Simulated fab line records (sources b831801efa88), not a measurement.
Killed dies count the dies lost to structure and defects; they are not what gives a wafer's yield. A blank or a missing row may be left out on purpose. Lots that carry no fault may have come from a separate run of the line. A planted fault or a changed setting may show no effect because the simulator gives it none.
Comparing a struck lot with a sound one    flow sfq line    42 out of 325 route steps
Sound: the wafers L897.1, L897.3, L897.4. Wafers L887.1, L887.5, L887.6 were the ones struck. The cause comes at the end.
Order at every step that has rows: each side's tool, ch and its chambers, its first start. Under that, the readings that differ: sound wafers    struck wafers    difference of the means    sigmas: that difference in standard deviations of wafers without a fault.
alike: readings whose means differ by less than 2 such deviations, and words and numbers that are the same on both sides. not compared: withheld readings, readings that some wafer has no value for, bounds like >300 that may hide the same value, and numbers for which the record gives no deviation and whose values overlap.
The two part at a step that has a row with sigmas, a row that says differs or no value, or rows on one side only. Numbers that have no deviation but don't overlap get no sigmas and don't part them. Lack of a reading on every wafer of one side parts them only where that side has two or more wafers.

first, 6 steps without rows for these wafers: SFQ_TRILAYER_M3_LITHO_COAT_080 (resist thk 62 nm); SFQ_TRILAYER_M3_LITHO_COAT_075 (resist thk 600 nm); SFQ_TRILAYER_M3_LITHO_SOFTBAKE_079; SFQ_TRILAYER_M3_LITHO_EXPOSE_076 (exposes mask M3, target cd 500 nm); SFQ_TRILAYER_M3_LITHO_PEB_078 (peb time 60 s); SFQ_TRILAYER_M3_LITHO_DEVELOP_077 (time 60 s).
SFQ_M3_OVL_MEAS_921:
  sound on overlay-01, day 38 20:37; struck on overlay-01, day 32 16:49
  alike: M3_OVL
SFQ_TRILAYER_M3_BARC_OPEN_METAL_ETCH_100: etches BARC in O2, target depth 125 nm, time 41.7 s.
  sound on rie metal-02 ch 0,1, day 38 20:39; struck on rie metal-01 ch 0,1, day 32 16:52
  alike: drypump motor current A, oes product au
  not compared: rf hours counter h
then, 3 steps without rows for these wafers: SFQ_TRILAYER_M3_ETCH_METAL_ETCH_078 (etches Nb in Cl2/Ar, stops on SiO2, target depth 240 nm, time 120 s); SFQ_TRILAYER_M3_STRIP_STRIP_079 (strips in O2); SFQ_TRILAYER_M3_STRIP_SOLV_CLEAN_080 (cleans in NMP, time 600 s).
SFQ_TRILAYER_I3_DEP_PECVD_081: deposits SiO2 from SiH4/N2O, time 111.11 s, target thk 500 nm.
  sound on pecvd-03 ch 0,2, day 38 21:37; struck on pecvd-02 ch 1,2, day 32 17:49
reading             sound       struck    difference  sigmas
heater power w (W)  96 111 112  71 65 73  -37         -2
  alike: throttle valve pct
SFQ_TRILAYER_I3_CMP_CMP_082: polishes SiO2.
  sound on cmp-01 ch 0,2,3, day 40 09:52; struck on cmp-01 ch 1,2, day 32 22:20
  no value came back on the struck wafers for any of 5 readings (edge zone pressure frac, head pressure psi (psi) and others); on the sound wafers edge zone pressure frac reads 1.002 0.999 1.002
reading                                              sound              struck           difference  sigmas
model.SiO2_of_TRILAYER_I3_DEP_PECVD_081.thk nm (nm)  199.6 199.1 198.6  498.8 512.4 501  +305.0      
SFQ_I3_BOW_MEAS_922:
  sound on film metro-01, day 40 12:52; struck on film metro-03, day 33 00:50
  alike: I3_BOW
SFQ_TRILAYER_I3_METRO_MEASURE_083:
  sound on film metro-01, day 40 12:59; struck on film metro-03, day 33 00:58
reading      sound              struck             difference  sigmas
thk nm (nm)  199.8 199.0 198.7  498.4 512.2 501.1  +304.7      +99 or more
then, 6 steps without rows for these wafers: SFQ_TRILAYER_I3_VIA_LITHO_COAT_090 (resist thk 62 nm); SFQ_TRILAYER_I3_VIA_LITHO_COAT_085 (resist thk 650 nm); SFQ_TRILAYER_I3_VIA_LITHO_SOFTBAKE_089; SFQ_TRILAYER_I3_VIA_LITHO_EXPOSE_086 (exposes mask I3, target cd 500 nm); SFQ_TRILAYER_I3_VIA_LITHO_PEB_088 (peb time 60 s); SFQ_TRILAYER_I3_VIA_LITHO_DEVELOP_087 (time 60 s).
-- the record jumps here: 5 days lie between the struck wafers' starts before and after --
SFQ_I3_OVL_MEAS_923:
  sound on overlay-02, day 46 15:25; struck on overlay-02, day 38 12:15
  alike: I3_OVL
SFQ_TRILAYER_I3_VIA_BARC_OPEN_VIA_ETCH_121: etches BARC in O2, target depth 125 nm, time 41.7 s.
  sound on rie diel-04 ch 0,1, day 46 15:27; struck on rie diel-03 ch 2,3, day 38 12:17
  alike: drypump motor current A, oes product au
  not compared: rf hours counter h
SFQ_TRILAYER_I3_VIA_ETCH_VIA_ETCH_088: etches SiO2 in CHF3, stops on Nb, target depth 260 nm.
  sound on rie diel-04 ch 0,1, day 46 15:29; struck on rie diel-03 ch 2,3, day 38 12:20
reading                         sound              struck             difference  sigmas
oes product au (a.u.)           0.859 0.855 0.851  1.639 1.639 1.638  +0.784      +99 or more
model.etch.depth nm (nm)        199.6 199.1 198.6  262.6 262.6 262    +63.3       
model.I3.feature depth nm (nm)  199.6 199.1 198.6  262.6 262.6 262    +63.3       
  alike: drypump motor current A
then, 2 steps without rows for these wafers: SFQ_TRILAYER_I3_VIA_STRIP_STRIP_089 (strips in O2); SFQ_TRILAYER_I3_VIA_STRIP_SOLV_CLEAN_090 (cleans in NMP, time 600 s).
SFQ_TRILAYER_M4_DEP_PRE_CLEAN_092: time 22.5 s.
  sound on pvd sputter-03, day 46 16:23; struck on pvd sputter-04, day 38 13:13
reading                                              sound              struck             difference  sigmas
model.SiO2_of_TRILAYER_I3_DEP_PECVD_081.thk nm (nm)  192.1 191.6 191.1  491.3 504.9 493.5  +305.0      
SFQ_TRILAYER_M4_DEP_SPUTTER_091: material Nb, target thk 200 nm, time 133.3 s.
  sound on pvd sputter-03, day 46 16:25; struck on pvd sputter-04, day 38 13:14
  alike: substrate temp c, throttle valve pct
SFQ_M4_RS_MEAS_924: measures by four-point-probe.
  sound on film metro-02, day 46 16:31; struck on film metro-01, day 38 13:20
  alike: M4_NB_RS
then, 6 steps without rows for these wafers: SFQ_TRILAYER_M4_LITHO_COAT_098 (resist thk 62 nm); SFQ_TRILAYER_M4_LITHO_COAT_093 (resist thk 600 nm); SFQ_TRILAYER_M4_LITHO_SOFTBAKE_097; SFQ_TRILAYER_M4_LITHO_EXPOSE_094 (exposes mask M4, target cd 500 nm); SFQ_TRILAYER_M4_LITHO_PEB_096 (peb time 60 s); SFQ_TRILAYER_M4_LITHO_DEVELOP_095 (time 60 s).
-- the record jumps here: 6 days lie between the struck wafers' starts before and after --
SFQ_M4_OVL_MEAS_926:
  sound on overlay-01, day 47 00:02; struck on overlay-02, day 44 06:46
  alike: M4_OVL
then, 4 steps without rows for these wafers: SFQ_TRILAYER_M4_BARC_OPEN_METAL_ETCH_123 (etches BARC in O2, target depth 125 nm, time 41.7 s); SFQ_TRILAYER_M4_ETCH_METAL_ETCH_096 (etches Nb in Cl2/Ar, stops on SiO2, target depth 240 nm, time 120 s); SFQ_TRILAYER_M4_STRIP_STRIP_097 (strips in O2); SFQ_TRILAYER_M4_STRIP_SOLV_CLEAN_098 (cleans in NMP, time 600 s).
SFQ_TRILAYER_I4_DEP_PECVD_099: deposits SiO2 from SiH4/N2O, time 111.11 s, target thk 500 nm.
  sound on pecvd-01 ch 0,1, day 47 01:02; struck on pecvd-03 ch 0,2, day 44 07:46
  alike: heater power w, throttle valve pct
-- the record jumps here: 43 days lie between the struck wafers' starts before and after --
SFQ_M8_BOW_MEAS_951:
  sound on film metro-04, day 91 18:54; struck on film metro-02, day 87 00:11
reading                  sound              struck             difference  sigmas
model.etest.i3.link ohm  2.003 1.993 2.004  1e+06 1e+06 1e+06  +1e+06      
  alike: M8_BOW

## WHERE THEY PART
First at SFQ_TRILAYER_I3_DEP_PECVD_081; last, within this record, at SFQ_TRILAYER_I3_VIA_ETCH_VIA_ETCH_088. Later steps at which nothing parts them and some readings are alike: SFQ_TRILAYER_M4_DEP_SPUTTER_091, SFQ_M4_RS_MEAS_924, SFQ_M4_OVL_MEAS_926, SFQ_TRILAYER_I4_DEP_PECVD_099, SFQ_M8_BOW_MEAS_951.

WHY: what had been put in by the simulator
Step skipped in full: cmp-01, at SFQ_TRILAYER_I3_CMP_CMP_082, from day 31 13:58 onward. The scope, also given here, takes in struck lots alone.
